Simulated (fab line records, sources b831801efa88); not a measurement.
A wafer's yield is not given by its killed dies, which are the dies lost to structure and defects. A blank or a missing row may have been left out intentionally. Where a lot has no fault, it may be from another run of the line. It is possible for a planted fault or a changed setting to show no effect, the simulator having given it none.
fab line records / flow sky130 / part 2 of 2: steps 29 to 38 of 38
record: lots: 5 wafers: 15 lastDay: 50
route steps=708 shown METAL5@661 PASSIVATION@681 PAD_OPEN@694
lots that met no fault: taken from a fault-free run of the same line
startH: hours from the record's first day to the start of the lot's first wafer shown / waitH: hours elapsed since this lot's preceding step / " repeats the value in the row above / L1.1+2: a single row standing in for several wafers / - no value, or no start given / * or withheld: withheld / < > ~ a bound
route shown NAME@n: a module of which the file shows steps, and the number in the route of the first / usual: mean/standard deviation of fault-free wafers / same: alike in all rows / chamber/n: place in a boat / sites: the reading at each site / _std_site: how widely they spread, as a standard deviation / _edge_site: outer sites' mean less inner sites' / radiusMm: how far each site lies from the wafer's centre / mask NAME#n: copy n / behind: the tool/chamber that last shaped the wafer / hold: what put the lot on hold/how long, in hours/how the hold closed / device: names the non-switching transistor (n, p or np) / end of line: at the end of the route, the tests of the same wafers / step lacking rows: just its recipe / killed: dies lost to structure and defects at the first sort, not the wafer's yield / map: a wafer's dies, marking killed ones x, the rest . and places with no die _
set.NAME: the setting that was run; set.NAME@STEP: the one run at that earlier step / model.NAME: the simulator's own value behind a step, which no gauge read
a table for each step, a row for each wafer; lots at some steps of the route
services: from which hour (startH, from the record's first day; less than 0 if before it) a tool's chamber was out of use, for how many hours, and why
== steps ==
step: SKY_PASSIVATION_EXPOSE_08
recipe: maskId: NSM targetCdNm: 3000 na: 0.57 doseMj: 260
lot.wafer=L075.2+4+6 tool=ilineStepper-02 chamber=0 startH=- waitH=- mask=NSM#0
lot.wafer=L081.1+3+4 tool=ilineStepper-01 chamber=0 startH=- waitH=- mask=NSM#0
lot.wafer=L085.3+4+5 tool=ilineStepper-01 chamber=0 startH=- waitH=- mask=NSM#0
lot.wafer=L095.3+4+6 tool=ilineStepper-01 chamber=0 startH=- waitH=- mask=NSM#0
lot.wafer=L097.2+4+6 tool=ilineStepper-02 chamber=0 startH=- waitH=- mask=NSM#0
step: SKY_PASSIVATION_PEB_09
recipe: tempC: 115 timeS: withheld
usual: plateTempC: 114.98/0.13
lot.wafer=L075.2 tool=lithoTrack-01 chamber=0 startH=- waitH=- plateTempC=114.91
lot.wafer=L075.4 tool=lithoTrack-01 chamber=0 startH=- waitH=- plateTempC=114.73
lot.wafer=L075.6 tool=lithoTrack-01 chamber=0 startH=- waitH=- plateTempC=114.94
lot.wafer=L081.1 tool=lithoTrack-01 chamber=0 startH=- waitH=- plateTempC=115.01
lot.wafer=L081.3 tool=lithoTrack-01 chamber=0 startH=- waitH=- plateTempC=115.04
lot.wafer=L081.4 tool=lithoTrack-01 chamber=0 startH=- waitH=- plateTempC=114.87
lot.wafer=L085.3 tool=lithoTrack-02 chamber=0 startH=- waitH=- plateTempC=115.08
lot.wafer=L085.4 tool=lithoTrack-02 chamber=0 startH=- waitH=- plateTempC=115.10
lot.wafer=L085.5 tool=lithoTrack-02 chamber=0 startH=- waitH=- plateTempC=115.07
lot.wafer=L095.3 tool=lithoTrack-02 chamber=0 startH=- waitH=- plateTempC=115.06
lot.wafer=L095.4 tool=lithoTrack-02 chamber=0 startH=- waitH=- plateTempC=115.07
lot.wafer=L095.6 tool=lithoTrack-02 chamber=0 startH=- waitH=- plateTempC=114.88
lot.wafer=L097.2 tool=lithoTrack-02 chamber=0 startH=- waitH=- plateTempC=115.05
lot.wafer=L097.4 tool=lithoTrack-02 chamber=0 startH=- waitH=- plateTempC=115.15
lot.wafer=L097.6 tool=lithoTrack-02 chamber=0 startH=- waitH=- plateTempC=115.24
step: SKY_PASSIVATION_DEVELOP_10
recipe: developTimeS: 60 devTempC: 23
lot.wafer=L075.2+4+6 tool=lithoTrack-01 chamber=0 startH=- waitH=-
lot.wafer=L081.1+3+4 tool=lithoTrack-01 chamber=0 startH=- waitH=-
lot.wafer=L085.3+4+5 tool=lithoTrack-02 chamber=0 startH=- waitH=-
lot.wafer=L095.3+4+6 tool=lithoTrack-02 chamber=0 startH=- waitH=-
lot.wafer=L097.2+4+6 tool=lithoTrack-02 chamber=0 startH=- waitH=-
step: SKY_PASSIVATION_ETCH_11
recipe: chemistry: CF4/O2 targetDepthNm: 725 stopOn: AlCu sourceW: 800 biasW: 150 pressureMtorr: 150 cf4FlowSccm: 80 O2_flow_sccm: 10 timeS: 161.1
usual: drypumpMotorCurrentA: 5.6/0.45 oesProductAu: 0.976/0.0066 throttleValvePct: 5.963/0.0097
lot.wafer=L075.2 tool=rieDiel-01 chamber=0 startH=1066.09 waitH=- drypumpMotorCurrentA=4.9 oesProductAu=0.963 rfHoursCounterH=22 throttleValvePct=5.957
lot.wafer=L075.4 tool=rieDiel-01 chamber=3 startH=1066.09 waitH=- drypumpMotorCurrentA=5.0 oesProductAu=0.973 rfHoursCounterH=13 throttleValvePct=5.947
lot.wafer=L075.6 tool=rieDiel-01 chamber=3 startH=1066.09 waitH=- drypumpMotorCurrentA=5.0 oesProductAu=0.978 rfHoursCounterH=- throttleValvePct=5.955
lot.wafer=L081.1 tool=rieDiel-04 chamber=3 startH=1100.39 waitH=- drypumpMotorCurrentA=5.1 oesProductAu=0.976 rfHoursCounterH=11 throttleValvePct=5.967
lot.wafer=L081.3 tool=rieDiel-04 chamber=1 startH=1100.39 waitH=- drypumpMotorCurrentA=5.9 oesProductAu=0.981 rfHoursCounterH=1 throttleValvePct=5.962
lot.wafer=L081.4 tool=rieDiel-04 chamber=0 startH=1100.39 waitH=- drypumpMotorCurrentA=5.9 oesProductAu=0.981 rfHoursCounterH=23 throttleValvePct=5.950
lot.wafer=L085.3 tool=rieDiel-04 chamber=1 startH=1116.42 waitH=- drypumpMotorCurrentA=5.9 oesProductAu=0.972 rfHoursCounterH=2 throttleValvePct=5.967
lot.wafer=L085.4 tool=rieDiel-04 chamber=3 startH=1116.42 waitH=- drypumpMotorCurrentA=5.1 oesProductAu=0.975 rfHoursCounterH=11 throttleValvePct=5.969
lot.wafer=L085.5 tool=rieDiel-04 chamber=3 startH=1116.42 waitH=- drypumpMotorCurrentA=5.0 oesProductAu=0.976 rfHoursCounterH=- throttleValvePct=5.956
lot.wafer=L095.3 tool=rieDiel-01 chamber=1 startH=1170.52 waitH=- drypumpMotorCurrentA=5.2 oesProductAu=0.978 rfHoursCounterH=7 throttleValvePct=5.959
lot.wafer=L095.4 tool=rieDiel-01 chamber=3 startH=1170.52 waitH=- drypumpMotorCurrentA=5.0 oesProductAu=0.978 rfHoursCounterH=17 throttleValvePct=5.949
lot.wafer=L095.6 tool=rieDiel-01 chamber=0 startH=1170.52 waitH=- drypumpMotorCurrentA=5.0 oesProductAu=0.988 rfHoursCounterH=- throttleValvePct=5.972
lot.wafer=L097.2 tool=rieDiel-04 chamber=0 startH=1177.67 waitH=- drypumpMotorCurrentA=5.9 oesProductAu=0.971 rfHoursCounterH=27 throttleValvePct=5.967
lot.wafer=L097.4 tool=rieDiel-04 chamber=3 startH=1177.67 waitH=- drypumpMotorCurrentA=5.0 oesProductAu=0.974 rfHoursCounterH=14 throttleValvePct=5.954
lot.wafer=L097.6 tool=rieDiel-04 chamber=0 startH=1177.67 waitH=- drypumpMotorCurrentA=5.9 oesProductAu=0.977 rfHoursCounterH=- throttleValvePct=5.961
step: SKY_PASSIVATION_STRIP_12
recipe: chemistry: O2/N2 powerW: 1400 pressureMtorr: 1500 platenTempC: withheld overashFraction: 0.7 o2FlowSccm: 3000 n2FlowSccm: 300
usual: drypumpMotorCurrentA: 5.68/0.24 oesProductAu: 0.661/0.0044 stripTimeToEndpointS: 31.56/0.13
lot.wafer=L075.2 tool=plasmaAsher-04 chamber=1 startH=1066.20 waitH=0.1 drypumpMotorCurrentA=5.86 oesProductAu=0.662 rfHoursCounterH=92 stripTimeToEndpointS=31.47
lot.wafer=L075.4 tool=plasmaAsher-04 chamber=1 startH=1066.20 waitH=0.1 drypumpMotorCurrentA=5.85 oesProductAu=0.664 rfHoursCounterH=- stripTimeToEndpointS=31.23
lot.wafer=L075.6 tool=plasmaAsher-04 chamber=0 startH=1066.20 waitH=0.1 drypumpMotorCurrentA=5.70 oesProductAu=0.664 rfHoursCounterH=- stripTimeToEndpointS=31.49
lot.wafer=L081.1 tool=plasmaAsher-01 chamber=1 startH=1100.50 waitH=0.1 drypumpMotorCurrentA=6.02 oesProductAu=0.663 rfHoursCounterH=67 stripTimeToEndpointS=31.33
lot.wafer=L081.3 tool=plasmaAsher-01 chamber=0 startH=1100.50 waitH=0.1 drypumpMotorCurrentA=5.41 oesProductAu=0.667 rfHoursCounterH=- stripTimeToEndpointS=31.41
lot.wafer=L081.4 tool=plasmaAsher-01 chamber=1 startH=1100.50 waitH=0.1 drypumpMotorCurrentA=5.98 oesProductAu=0.666 rfHoursCounterH=- stripTimeToEndpointS=31.47
lot.wafer=L085.3 tool=plasmaAsher-04 chamber=0 startH=1116.56 waitH=0.1 drypumpMotorCurrentA=5.68 oesProductAu=0.656 rfHoursCounterH=- stripTimeToEndpointS=31.23
lot.wafer=L085.4 tool=plasmaAsher-04 chamber=1 startH=1116.56 waitH=0.1 drypumpMotorCurrentA=5.84 oesProductAu=0.656 rfHoursCounterH=- stripTimeToEndpointS=31.29
lot.wafer=L085.5 tool=plasmaAsher-04 chamber=1 startH=1116.56 waitH=0.1 drypumpMotorCurrentA=5.87 oesProductAu=0.655 rfHoursCounterH=- stripTimeToEndpointS=31.22
lot.wafer=L095.3 tool=plasmaAsher-02 chamber=0 startH=1170.66 waitH=0.1 drypumpMotorCurrentA=5.76 oesProductAu=0.663 rfHoursCounterH=- stripTimeToEndpointS=31.56
lot.wafer=L095.4 tool=plasmaAsher-02 chamber=1 startH=1170.66 waitH=0.1 drypumpMotorCurrentA=5.32 oesProductAu=0.657 rfHoursCounterH=- stripTimeToEndpointS=31.63
lot.wafer=L095.6 tool=plasmaAsher-02 chamber=0 startH=1170.66 waitH=0.1 drypumpMotorCurrentA=5.75 oesProductAu=0.665 rfHoursCounterH=- stripTimeToEndpointS=31.58
lot.wafer=L097.2 tool=plasmaAsher-01 chamber=0 startH=1177.78 waitH=0.1 drypumpMotorCurrentA=5.43 oesProductAu=0.660 rfHoursCounterH=75 stripTimeToEndpointS=31.86
lot.wafer=L097.4 tool=plasmaAsher-01 chamber=0 startH=1177.78 waitH=0.1 drypumpMotorCurrentA=5.45 oesProductAu=0.661 rfHoursCounterH=- stripTimeToEndpointS=31.71
lot.wafer=L097.6 tool=plasmaAsher-01 chamber=1 startH=1177.78 waitH=0.1 drypumpMotorCurrentA=6.01 oesProductAu=0.663 rfHoursCounterH=- stripTimeToEndpointS=31.81
step: SKY_PAD_OPEN_DEHYDRATE_00
recipe: tempC: 200 timeS: 60
usual: plateTempC: 200.01/0.18
lot.wafer=L075.2 tool=lithoTrack-02 chamber=0 startH=1076.60 waitH=10.4 plateTempC=200.08
lot.wafer=L075.4 tool=lithoTrack-02 chamber=0 startH=1076.60 waitH=10.4 plateTempC=200.08
lot.wafer=L075.6 tool=lithoTrack-02 chamber=0 startH=1076.60 waitH=10.4 plateTempC=200.03
lot.wafer=L081.1 tool=lithoTrack-03 chamber=0 startH=1110.07 waitH=9.5 plateTempC=199.72
lot.wafer=L081.3 tool=lithoTrack-03 chamber=0 startH=1110.07 waitH=9.5 plateTempC=200.08
lot.wafer=L081.4 tool=lithoTrack-03 chamber=0 startH=1110.07 waitH=9.5 plateTempC=200.23
lot.wafer=L085.3 tool=lithoTrack-03 chamber=0 startH=1126.12 waitH=9.5 plateTempC=199.79
lot.wafer=L085.4 tool=lithoTrack-03 chamber=0 startH=1126.12 waitH=9.5 plateTempC=200.26
lot.wafer=L085.5 tool=lithoTrack-03 chamber=0 startH=1126.12 waitH=9.5 plateTempC=200.02
lot.wafer=L095.3 tool=lithoTrack-02 chamber=0 startH=1178.02 waitH=7.3 plateTempC=199.84
lot.wafer=L095.4 tool=lithoTrack-02 chamber=0 startH=1178.02 waitH=7.3 plateTempC=200.02
lot.wafer=L095.6 tool=lithoTrack-02 chamber=0 startH=1178.02 waitH=7.3 plateTempC=199.89
lot.wafer=L097.2 tool=lithoTrack-03 chamber=0 startH=1185.45 waitH=7.6 plateTempC=200.08
lot.wafer=L097.4 tool=lithoTrack-03 chamber=0 startH=1185.45 waitH=7.6 plateTempC=199.71
lot.wafer=L097.6 tool=lithoTrack-03 chamber=0 startH=1185.45 waitH=7.6 plateTempC=200.01
step: SKY_PAD_OPEN_HMDS_01
recipe: primeTimeS: 60 primeTempC: 120
lot.wafer=L075.2+4+6 tool=lithoTrack-02 chamber=0 startH=1076.75 waitH=0.1
lot.wafer=L081.1+3+4 tool=lithoTrack-03 chamber=0 startH=1110.22 waitH=0.1
lot.wafer=L085.3+4+5 tool=lithoTrack-03 chamber=0 startH=1126.27 waitH=0.1
lot.wafer=L095.3+4+6 tool=lithoTrack-02 chamber=0 startH=1178.17 waitH=0.1
lot.wafer=L097.2+4+6 tool=lithoTrack-03 chamber=0 startH=1185.60 waitH=0.1
step: SKY_PAD_OPEN_COAT_02
recipe: spinRpm: 2000 resistThkNm: 3000
usual: spinSpeedRpm: 2000.1/1.5
lot.wafer=L075.2 tool=lithoTrack-02 chamber=0 startH=1076.90 waitH=0.1 spinSpeedRpm=2001.9
lot.wafer=L075.4 tool=lithoTrack-02 chamber=0 startH=1076.90 waitH=0.1 spinSpeedRpm=1997.9
lot.wafer=L075.6 tool=lithoTrack-02 chamber=0 startH=1076.90 waitH=0.1 spinSpeedRpm=2000.6
lot.wafer=L081.1 tool=lithoTrack-03 chamber=0 startH=1110.37 waitH=0.1 spinSpeedRpm=2000.2
lot.wafer=L081.3 tool=lithoTrack-03 chamber=0 startH=1110.37 waitH=0.1 spinSpeedRpm=2002.3
lot.wafer=L081.4 tool=lithoTrack-03 chamber=0 startH=1110.37 waitH=0.1 spinSpeedRpm=2000.6
lot.wafer=L085.3 tool=lithoTrack-03 chamber=0 startH=1126.42 waitH=0.1 spinSpeedRpm=1997.4
lot.wafer=L085.4 tool=lithoTrack-03 chamber=0 startH=1126.42 waitH=0.1 spinSpeedRpm=1998.5
lot.wafer=L085.5 tool=lithoTrack-03 chamber=0 startH=1126.42 waitH=0.1 spinSpeedRpm=1999.0
lot.wafer=L095.3 tool=lithoTrack-02 chamber=0 startH=1178.32 waitH=0.1 spinSpeedRpm=1999.5
lot.wafer=L095.4 tool=lithoTrack-02 chamber=0 startH=1178.32 waitH=0.1 spinSpeedRpm=1999.1
lot.wafer=L095.6 tool=lithoTrack-02 chamber=0 startH=1178.32 waitH=0.1 spinSpeedRpm=2001.5
lot.wafer=L097.2 tool=lithoTrack-03 chamber=0 startH=1185.75 waitH=0.1 spinSpeedRpm=2001.3
lot.wafer=L097.4 tool=lithoTrack-03 chamber=0 startH=1185.75 waitH=0.1 spinSpeedRpm=2002.3
lot.wafer=L097.6 tool=lithoTrack-03 chamber=0 startH=1185.75 waitH=0.1 spinSpeedRpm=2002.5
step: SKY_PAD_OPEN_SOFTBAKE_03
recipe: tempC: 110 timeS: withheld
usual: plateTempC: 110.01/0.13
lot.wafer=L075.2 tool=lithoTrack-02 chamber=0 startH=1077.06 waitH=0.1 plateTempC=110.12
lot.wafer=L075.4 tool=lithoTrack-02 chamber=0 startH=1077.06 waitH=0.1 plateTempC=110.04
lot.wafer=L075.6 tool=lithoTrack-02 chamber=0 startH=1077.06 waitH=0.1 plateTempC=109.97
lot.wafer=L081.1 tool=lithoTrack-03 chamber=0 startH=1110.52 waitH=0.1 plateTempC=110.11
lot.wafer=L081.3 tool=lithoTrack-03 chamber=0 startH=1110.52 waitH=0.1 plateTempC=110.09
lot.wafer=L081.4 tool=lithoTrack-03 chamber=0 startH=1110.52 waitH=0.1 plateTempC=110.09
lot.wafer=L085.3 tool=lithoTrack-03 chamber=0 startH=1126.59 waitH=0.1 plateTempC=109.91
lot.wafer=L085.4 tool=lithoTrack-03 chamber=0 startH=1126.59 waitH=0.1 plateTempC=109.93
lot.wafer=L085.5 tool=lithoTrack-03 chamber=0 startH=1126.59 waitH=0.1 plateTempC=109.86
lot.wafer=L095.3 tool=lithoTrack-02 chamber=0 startH=1178.49 waitH=0.1 plateTempC=109.86
lot.wafer=L095.4 tool=lithoTrack-02 chamber=0 startH=1178.49 waitH=0.1 plateTempC=109.90
lot.wafer=L095.6 tool=lithoTrack-02 chamber=0 startH=1178.49 waitH=0.1 plateTempC=110.15
lot.wafer=L097.2 tool=lithoTrack-03 chamber=0 startH=1185.91 waitH=0.1 plateTempC=110.04
lot.wafer=L097.4 tool=lithoTrack-03 chamber=0 startH=1185.91 waitH=0.1 plateTempC=110.02
lot.wafer=L097.6 tool=lithoTrack-03 chamber=0 startH=1185.91 waitH=0.1 plateTempC=110.18
step: SKY_PAD_OPEN_EXPOSE_04
recipe: maskId: PDM targetCdNm: 60000 na: 0.57 doseMj: 260
lot.wafer=L075.2+4+6 tool=ilineStepper-01 chamber=0 startH=- waitH=- mask=PDM#0
lot.wafer=L081.1+3+4 tool=ilineStepper-01 chamber=0 startH=- waitH=- mask=PDM#0
lot.wafer=L085.3+4+5 tool=ilineStepper-01 chamber=0 startH=- waitH=- mask=PDM#0
lot.wafer=L095.3+4+6 tool=ilineStepper-01 chamber=0 startH=- waitH=- mask=PDM#0
lot.wafer=L097.2+4+6 tool=ilineStepper-02 chamber=0 startH=- waitH=- mask=PDM#0
== services ==
tool=rieDiel-01 chamber=0 startH=999.77 hours=8.9 kind=repair
tool=plasmaAsher-01 chamber=- startH=1006.28 hours=4.5 kind=repair
tool=plasmaAsher-04 chamber=- startH=1010.13 hours=7.4 kind=repair
tool=pvdSputter-03 chamber=- startH=1023.47 hours=59.0 kind=repair
tool=ilineStepper-02 chamber=- startH=1026.88 hours=3.5 kind=repair
tool=ilineStepper-02 chamber=- startH=1036.36 hours=1.3 kind=repair
tool=ilineStepper-02 chamber=- startH=1051.55 hours=1.7 kind=pm
tool=rieDiel-04 chamber=2 startH=1052.98 hours=7.2 kind=repair
tool=rieMetal-02 chamber=0 startH=1053.35 hours=1.3 kind=repair
tool=plasmaAsher-02 chamber=- startH=1053.40 hours=0.8 kind=repair
tool=ilineStepper-01 chamber=- startH=1072.21 hours=1.7 kind=pm
tool=pecvd-04 chamber=- startH=1089.42 hours=2.8 kind=pm
tool=ilineStepper-02 chamber=- startH=1099.88 hours=28.9 kind=pm
tool=rieMetal-02 chamber=- startH=1102.74 hours=0.3 kind=repair
tool=wetBench-01 chamber=- startH=1126.89 hours=1.1 kind=repair
tool=plasmaAsher-02 chamber=- startH=1128.21 hours=3.4 kind=repair
tool=rieMetal-04 chamber=- startH=1141.44 hours=0.9 kind=repair
tool=ilineStepper-02 chamber=- startH=1141.61 hours=2.1 kind=pm
tool=rieMetal-02 chamber=1 startH=1142.87 hours=9.1 kind=repair
tool=pecvd-04 chamber=- startH=1143.83 hours=0.5 kind=repair
tool=pecvd-01 chamber=1 startH=1145.43 hours=36.4 kind=repair
tool=wetBench-01 chamber=- startH=1149.31 hours=1.9 kind=pm
tool=pecvd-04 chamber=0 startH=1161.88 hours=7.9 kind=repair
tool=rieMetal-04 chamber=1 startH=1164.16 hours=14.2 kind=repair
